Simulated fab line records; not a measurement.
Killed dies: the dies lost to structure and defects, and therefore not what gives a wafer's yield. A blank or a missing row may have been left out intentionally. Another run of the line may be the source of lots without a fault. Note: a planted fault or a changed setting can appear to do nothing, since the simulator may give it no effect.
Which tool is to blame? ; flow sky130 ; 12 lots, 36 wafers sampled, at 4 steps of a route of 708

WHAT EACH GAUGE READ, for each wafer
SKY_SONOS_ONO_THK_MEAS_03. Usual: for SONOS_ONO_CVD_02_THK the level is 10.55 nm and the standard deviation is 0.16.
lot;measured;on;SONOS_ONO_CVD_02_THK (nm);flag
L211;day 11 18:14;filmMetro-04;10.78 11.02 10.71;
L212;day 12 00:34;filmMetro-02;10.56 10.70 10.57;
L213;day 12 04:50;filmMetro-01;10.68 10.65 10.81;
L215;day 12 15:05;filmMetro-04;10.44 10.50 10.61;
L216;day 13 03:44;filmMetro-04;10.59 10.46 10.49;
L218;day 13 18:30;filmMetro-04;10.47 10.38 10.47;
L219;day 14 05:43;filmMetro-02;10.65 10.59 10.48;
L223;day 15 11:33;filmMetro-02;10.66 10.61 10.66;
L227;day 16 16:45;filmMetro-04;10.54 10.58 10.65;
L229;day 17 06:17;filmMetro-02;10.52 10.62 10.54;
L231;day 17 22:09;filmMetro-02;10.46 10.62 10.55;
L232;day 18 10:01;filmMetro-04;10.41 10.37 10.39;

SKY_SONOS_ONO_CD_MEAS_13: the cd target is 410 nm. Usual: 409.9 nm for cdNm, sd 2.4.
lot;measured;on;cdNm (nm);flag
L211;day 12 19:38;cdSem-02;410.7 413.0 410.7;
L212;day 13 02:49;cdSem-02;410.6 407.6 410.2;
L213;day 13 07:11;cdSem-02;411.3 412.7 410.8;
L215;day 13 18:40;cdSem-02;409.8 409.9 410.8;
L216;day 14 06:40;cdSem-02;407.8 406.2 407.0;
L218;day 14 22:23;cdSem-01;415.8 414.8 413.3;
L219;day 15 10:28;cdSem-02;413.7 411.6 410.7;
L223;day 16 17:59;cdSem-01;408.0 409.6 408.3;
L227;day 17 22:40;cdSem-02;406.7 404.4 403.7;
L229;day 18 13:07;cdSem-02;408.6 409.8 409.6;
L231;day 19 06:04;cdSem-02;408.8 410.4 409.0;
L232;day 19 18:34;cdSem-02;405.1 405.7 404.0;

SKY_GATE_OXIDE_OVL_MEAS_10. Usual: for GATE_OXIDE_OVL the level is 0.1 nm and the standard deviation is 1.2.
lot;measured;on;GATE_OXIDE_OVL (nm);flag
L211;day 13 23:02;overlay-01;-0.2 -0.7 0.3;
L212;day 14 07:17;overlay-02;-1.2 0.3 -1.5;
L213;day 14 12:05;overlay-01;0.5 -1.4 -0.4;
L215;day 14 23:35;overlay-02;-93.3 -93.1 -92.3;OFF
L216;day 15 11:59;overlay-01;-93.2 -92.2 -92.3;OFF
L218;day 16 05:28;overlay-02;-92.0 -92.7 -92.5;OFF
L219;day 16 15:52;overlay-02;-94.2 -93.0 -93.0;OFF
L223;day 18 00:55;overlay-02;0.6 1.6 0.6;
L227;day 19 07:01;overlay-01;1.7 0.9 2.3;
L229;day 19 22:50;overlay-02;-0.2 0.9 2.3;
L231;day 20 14:26;overlay-02;-0.4 0.4 1.2;
L232;day 21 02:56;overlay-02;1.4 1.3 0.2;

TOOL THAT RAN EACH LOT (tool first, then ch and the chambers of the sampled wafers, then the start)
lot;SKY_GATE_OXIDE_EXPOSE_07
L211;ilineStepper-02 ch 0, day 13 10:24
L212;ilineStepper-01 ch 0, day 13 17:55
L213;ilineStepper-01 ch 0, day 13 23:02
L215;ilineStepper-01 ch 0, day 14 10:32
L216;ilineStepper-01 ch 0, day 14 22:07
L218;ilineStepper-01 ch 0, day 15 16:00
L219;ilineStepper-01 ch 0, day 16 01:56
L223;ilineStepper-02 ch 0, day 17 10:23
L227;ilineStepper-02 ch 0, day 18 15:48
L229;ilineStepper-02 ch 0, day 19 07:37
L231;ilineStepper-02 ch 0, day 19 23:17
L232;ilineStepper-02 ch 0, day 20 11:34
- SKY_GATE_OXIDE_EXPOSE_07: exposes mask LVOM, target cd 600 nm.

WHAT THE TOOLS THEMSELVES READ (means of the sampled wafers that have a number; where no wafer has one, the mark that the record gives instead)
SKY_GATE_OXIDE_EXPOSE_07. Usual: 169.98 for exposureDoseMJCm2, sd 0.17.
lot;tool;exposureDoseMJCm2;flag
L211;ilineStepper-02;169.92;
L212;ilineStepper-01;170.08;
L213;ilineStepper-01;170.33;
L215;ilineStepper-01;170.14;
L216;ilineStepper-01;169.85;
L218;ilineStepper-01;170.04;
L219;ilineStepper-01;170.04;
L223;ilineStepper-02;169.67;
L227;ilineStepper-02;169.86;
L229;ilineStepper-02;169.98;
L231;ilineStepper-02;170.03;
L232;ilineStepper-02;169.89;

THE ANSWER, worked out from the rows above alone
Rule: take the mean of a lot's wafers that have a number; if it is more than 3 standard deviations from the usual mean, the lot is off. Also off: a lot with no number at a reading for which 4 or more lots have one. The other lots that the step has rows for count as sound. After the gauges, taken in route order, come the tools' own readings; for these a lot's mean is taken, as printed above. The first step at which some lot is off is used, and at that step the reading that is off furthest; a lot without a number counts as furthest.
Off: L215, L216, L218, L219, seen at SKY_GATE_OXIDE_OVL_MEAS_10 (GATE_OXIDE_OVL).
A tool fits if, at a process step before that reading, it ran every lot that is off, and no sound lot after the first of them. Gauges at SKY_GATE_OXIDE_OVL_MEAS_10: tried the same way as those tools. One candidate fits, namely ilineStepper-01 at SKY_GATE_OXIDE_EXPOSE_07. A fault onset in the window from L213 (day 13 23:02, its last sound lot) to L215 (day 14 10:32, its first lot off) fits.

WHAT HAD BEEN PUT IN BY THE SIMULATOR
Scanner matching overlay: ilineStepper-01, from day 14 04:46 on, at SKY_GATE_OXIDE_EXPOSE_07. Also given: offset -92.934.
Lots struck among those shown: L215, L216, L218, L219. The same result came from the rule above.
